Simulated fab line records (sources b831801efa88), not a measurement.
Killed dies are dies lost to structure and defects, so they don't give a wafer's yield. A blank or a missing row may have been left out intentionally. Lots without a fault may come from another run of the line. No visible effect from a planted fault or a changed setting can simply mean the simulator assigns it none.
2 desks looking at one fault	flow sky130	each desk has only its own numbers; what lay behind them comes last

## FOR THE TOOL OWNER'S DESK: cvd_w-02
The tool's own readings at SKY_VIA1_CVD_21 (deposits W, target thk 270 nm, time 80.902 s): means of the sampled wafers that have a number, for each lot that ran on this tool. A lot is out of limits, marked OUT, if its mean lies more than 4 standard deviations from the usual mean; the brackets give that distance.
Columns: A = heater_power_w at SKY_VIA1_CVD_21, usual 825 W
lot	first seen here	A
L385	day 35 07:14	809
L386	day 35 10:09	868
L387	day 36 10:19	810
L392	day 37 12:46	962
L394	day 38 01:17	804
L401	day 40 07:12	882
L402	day 40 08:05	833
This desk's verdict: no lot among the 7 shows anything out of limits.

## FROM THE METROLOGY DESK
What the gauges read for every lot (on any tool): the sampled wafers with a number, averaged. A lot is out of limits, marked OUT, if its mean lies more than 4 standard deviations from the usual mean; the brackets give that distance.
Columns: A = cd_nm at SKY_LOCAL_INTERCONNECT_CD_MEAS_11, usual 169.5 nm; B = VIA1_W_RS at SKY_VIA1_RS_MEAS_22, usual 0.426 ohm/sq; C = VIA1_W_THK at SKY_VIA1_THK_MEAS_23, usual 271 nm; D = VIA2_W_THK at SKY_VIA2_THK_MEAS_23, usual 426 nm
lot	first seen here	A	B	C	D
L385	day 31 17:19	169.5	0.423	275	426
L386	day 31 21:38	169.6	0.431	262	432
L387	day 32 20:32	167.8	0.428	270	413
L388	day 32 23:32	170.5	0.426	265	433
L390	day 33 11:20	169.7	0.439	262	435
L392	day 33 23:59	169.1	0.433	266	432
L394	day 34 12:13	169.9	0.420	274	432
L401	day 36 20:02	169.3	0.696 (+27) OUT	209 (-8.7) OUT	422
L402	day 36 21:25	170.4	0.693 (+27) OUT	211 (-8.5) OUT	429
L405	day 37 19:20	168.5	0.430	269	420
Per this desk, out of limits: L401, L402; the first was L401, day 40 07:18 (VIA1_W_RS at SKY_VIA1_RS_MEAS_22). L385, L386, L387, L388, L390, L392, L394, L405: within limits.

## BROUGHT TOGETHER
L401, L402 would have let the metrology desk raise an alarm at day 40 07:18.
The desk of the tool owner found nothing out of limits.
Tool owner's desk: L401, L402 on record, inside its limits.
SKY_VIA1_CVD_21 was run on cvd_w-02 by each of the lots named.

## WHAT THE SIMULATOR HAD PUT IN
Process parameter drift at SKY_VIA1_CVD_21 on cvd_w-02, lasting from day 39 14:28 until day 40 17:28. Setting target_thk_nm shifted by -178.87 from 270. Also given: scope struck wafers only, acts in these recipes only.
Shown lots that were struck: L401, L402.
Per desk, hours elapsed from the start of the fault to the first reading out of limits: for the metrology desk, 17.
